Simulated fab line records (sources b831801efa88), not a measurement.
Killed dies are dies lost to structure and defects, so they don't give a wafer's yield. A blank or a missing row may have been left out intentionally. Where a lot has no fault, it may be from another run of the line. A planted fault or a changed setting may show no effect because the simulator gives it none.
Which of the tools did it?    flow gf180mcu    14 lots with 42 wafers sampled at 5 steps, on a route of 602 steps

== WHAT THE GAUGES SHOWED, per wafer ==
GF_POLY_GATE_OVL_MEAS_11. Usual: POLY_GATE_OVL typically reads 2 nm, with standard deviation 4.8.
lot   measured      on          POLY_GATE_OVL (nm)  flag
L680  day 9 04:50   overlay-02  -4 -3 6             
L682  day 9 22:42   overlay-02  9 11 2              
L683  day 10 07:00  overlay-01  -3 3 10             
L684  day 10 12:43  overlay-01  -3 8 -1             
L687  day 11 07:41  overlay-02  -1 0 6              
L688  day 11 13:02  overlay-02  2 3 -8              
L689  day 11 23:50  overlay-01  2 8 -2              
L692  day 12 21:09  overlay-01  2 6 -1              
L696  day 14 01:06  overlay-01  7 0 9               
L697  day 14 05:38  overlay-02  4 0 11              
L698  day 14 13:44  overlay-02  4 2 2               
L699  day 15 01:43  overlay-02  -1 -5 -1            
L700  day 15 05:38  overlay-01  -1 3 4              
L702  day 15 20:56  overlay-02  -6 5 -2             

GF_HV_LDD_TW_MEAS_38. Usual: HV_LDD_3_TW typically reads 1432, with standard deviation 15.
lot   measured      on             HV_LDD_3_TW     flag
L680  day 11 12:58  film-metro-04  1425 1424 1428  
L682  day 12 09:49  film-metro-03  1420 1418 1422  
L683  day 12 18:40  film-metro-04  1421 1428 1423  
L684  day 12 23:56  film-metro-01  1453 1450 1445  
L687  day 13 22:59  film-metro-01  1460 1453 1458  
L688  day 14 03:35  film-metro-01  1443 1458 1462  
L689  day 14 14:56  film-metro-04  1428 1432 1429  
L692  day 15 15:13  film-metro-04  1409 1424 1418  
L696  day 16 20:51  film-metro-03  1428 1428 1427  
L697  day 17 02:59  film-metro-01  1442 1452 1447  
L698  day 17 10:08  film-metro-03  1423 1431 1422  
L699  day 18 00:23  film-metro-04  1422 1418 1424  
L700  day 18 04:41  film-metro-04  1421 1429 1420  
L702  day 18 22:17  film-metro-03  1421 1424 1411  

GF_HV_LDD_OVL_MEAS_47. Usual: HV_LDD_03_OVL typically reads 0.3 nm, with standard deviation 1.2.
lot   measured      on          HV_LDD_03_OVL (nm)  flag
L680  day 12 08:21  overlay-01  1.6 1.2 -1.5        
L682  day 13 05:11  overlay-01  -1.0 0.4 -0.2       
L683  day 13 15:00  overlay-01  -1.4 -0.7 -0.1      
L684  day 13 20:17  overlay-02  0.5 -0.4 -0.7       
L687  day 14 19:44  overlay-01  161.7 161.2 162.2   OFF
L688  day 15 00:44  overlay-01  163.9 163.6 164.6   OFF
L689  day 15 12:35  overlay-02  0.8 1.5 0.4         
L692  day 16 13:30  overlay-01  1.4 2.1 1.5         
L696  day 17 19:04  overlay-02  0.9 0.5 0.9         
L697  day 18 01:17  overlay-02  1.3 2.1 0.9         
L698  day 18 09:56  overlay-02  0.2 0.6 0.2         
L699  day 19 00:11  overlay-02  -0.9 -1.7 -1.2      
L700  day 19 04:29  overlay-02  1.4 0.6 -0.7        
L702  day 19 22:26  overlay-02  -0.2 -1.6 0.3       

GF_NSD_OVL_MEAS_08. Usual: NSD_OVL typically reads -0.4 nm, with standard deviation 1.5.
lot   measured      on          NSD_OVL (nm)    flag
L680  day 13 07:08  overlay-02  -2.6 -2.5 -2.9  
L682  day 14 05:07  overlay-01  -1.1 0.9 -0.4   
L683  day 14 14:52  overlay-02  -1.9 -2.3 -4.3  
L684  day 14 20:34  overlay-01  -1.3 -0.3 -1.6  
L687  day 15 21:05  overlay-01  -0.2 1.3 -0.2   
L688  day 16 01:59  overlay-02  -2.4 -0.9 -1.2  
L689  day 16 15:47  overlay-02  -1.5 -1.3 -1.3  
L692  day 17 14:39  overlay-02  -1.9 -0.9 0.2   
L696  day 18 21:15  overlay-01  -1.7 -2.9 -2.8  
L697  day 19 07:32  overlay-01  0.5 0.0 1.1     
L698  day 19 13:27  overlay-02  0.0 0.4 0.6     
L699  day 20 06:04  overlay-01  -3.4 -0.9 -1.1  
L700  day 20 08:23  overlay-01  2.8 1.2 1.6     
L702  day 21 02:38  overlay-01  1.9 0.9 0.1     

== EACH LOT AND THE TOOL THAT RAN IT (in order: tool; ch and the chambers of the sampled wafers; start) ==
lot   GF_HV_LDD_EXPOSE_43
L680  iline-stepper-02 ch 0, day 11 22:11
L682  iline-stepper-02 ch 0, day 12 19:26
L683  iline-stepper-01 ch 0, day 13 05:05
L684  iline-stepper-01 ch 0, day 13 09:53
L687  iline-stepper-01 ch 0, day 14 08:58
L688  iline-stepper-01 ch 0, day 14 14:08
L689  iline-stepper-02 ch 0, day 15 01:58
L692  iline-stepper-02 ch 0, day 16 02:26
L696  iline-stepper-02 ch 0, day 17 07:36
L697  iline-stepper-02 ch 0, day 17 13:44
L698  iline-stepper-02 ch 0, day 17 22:11
L699  iline-stepper-02 ch 0, day 18 11:42
L700  iline-stepper-02 ch 0, day 18 16:32
L702  iline-stepper-02 ch 0, day 19 10:28
- GF_HV_LDD_EXPOSE_43: exposes mask Pplus HV AREA, target cd 400 nm.

== AS READ BY THE TOOLS THEMSELVES (means over the sampled wafers that have a number; for cases with no such wafer, the mark the record gives instead) ==
The record holds no such reading with a usual standard deviation.

== THE ANSWER, worked out from the rows above alone ==
Rule: lot off if the mean of its wafers having a number is beyond 3 standard deviations from the usual mean. Also off: a lot with no number at a reading for which 4 or more lots have one. The other lots that the step has rows for count as sound. The gauges are gone through in route order, then the tools' own readings, and for those a lot's mean is taken as printed above. The first step at which some lot is off is used, and at that step the reading that is off furthest; a lot without a number counts as furthest.
Off: L687, L688, seen at GF_HV_LDD_OVL_MEAS_47 (HV_LDD_03_OVL).
A tool fits if, at a process step before that reading, it ran every lot that is off, and no sound lot after the first of them. Those tools and the gauges at GF_HV_LDD_OVL_MEAS_47 are tried in the same way. One candidate fits, namely iline-stepper-01 at GF_HV_LDD_EXPOSE_43. A fault onset in the window from L684 (day 13 09:53, its last sound lot) to L687 (day 14 08:58, its first lot off) fits.

== WHAT THE SIMULATOR HAD PUT IN ==
Scanner matching overlay: iline-stepper-01, from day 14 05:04 on, at GF_HV_LDD_EXPOSE_43. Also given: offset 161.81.
Shown lots that were struck: L687, L688. The rule above reached the same finding.
